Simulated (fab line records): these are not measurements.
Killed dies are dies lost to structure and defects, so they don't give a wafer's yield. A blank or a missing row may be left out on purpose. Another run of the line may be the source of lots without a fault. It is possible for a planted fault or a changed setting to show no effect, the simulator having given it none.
One fault seen from 2 desks + flow gf180mcu + each desk holds nothing but its own numbers, with what lay behind them at the end

## AT THE METROLOGY DESK
Means of the sampled wafers that have a number, per lot and without regard to the tool the lot ran on: this is what the gauges read. A lot is out of limits, marked OUT, if its mean lies more than 4 standard deviations from the usual mean; the brackets give that distance.
Columns: A = V3_W_RS at GF_V3_RS_MEAS_24, usual 0.328 ohm/sq; B = V3_W_THK at GF_V3_THK_MEAS_25, usual 356 nm
| lot  | first seen here | A               | B             |
|------|-----------------|-----------------|---------------|
| L507 | day 22 07:59    | 0.326           | 354           |
| L508 | day 22 13:12    | 0.320           | 359           |
| L509 | day 23 02:37    | 0.324           | 364           |
| L510 | day 23 14:55    | 0.328           | 352           |
| L511 | day 24 02:02    | 0.328           | 350           |
| L512 | day 24 07:05    | 0.334           | 345           |
| L520 | day 27 01:58    | 0.380 (+11) OUT | 333           |
| L522 | day 27 11:50    | 0.499 (+35) OUT | 269 (-14) OUT |
| L523 | day 27 21:23    | 0.324           | 359           |
| L524 | day 28 01:03    | 0.325           | 352           |
| L526 | day 28 12:40    | 0.326           | 356           |
Per this desk, out of limits: L520, L522; the first was L520, day 27 01:58 (V3_W_RS at GF_V3_RS_MEAS_24). In limits: L507, L508, L509, L510, L511, L512, L523, L524, L526.

## THE TOOL OWNER'S DESK: cvdW-02
The tool's own readings at GF_V3_CVD_23 (deposits W, target thk 350 nm, time 104.9 s): means of the sampled wafers that have a number, for each lot that ran on this tool. A lot is out of limits, marked OUT, if its mean lies more than 4 standard deviations from the usual mean; the brackets give that distance.
Columns: A = heaterPowerW at GF_V3_CVD_23, usual 896 W
| lot  | first seen here | A   |
|------|-----------------|-----|
| L510 | day 23 14:43    | 884 |
| L511 | day 24 01:56    | 897 |
| L512 | day 24 06:57    | 911 |
| L520 | day 27 01:50    | 894 |
| L522 | day 27 11:37    | 917 |
Result from this desk: across the 5 lots, nothing is out of limits.

## ALL TOGETHER
An alarm was possible from the metrology desk at day 27 01:58, on L520, L522.
Nothing out of limits was seen by the tool owner's desk.
Tool owner's desk: L520, L522 on record, inside its limits.
The lots listed all ran GF_V3_CVD_23 on cvdW-02.

## WHAT HAD BEEN PUT IN BY THE SIMULATOR
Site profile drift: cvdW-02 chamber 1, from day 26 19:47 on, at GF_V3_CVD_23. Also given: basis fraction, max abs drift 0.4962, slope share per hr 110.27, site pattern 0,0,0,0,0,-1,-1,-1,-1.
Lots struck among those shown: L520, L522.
Per desk, hours elapsed from the start of the fault to the first reading out of limits: for the metrology desk, 6.
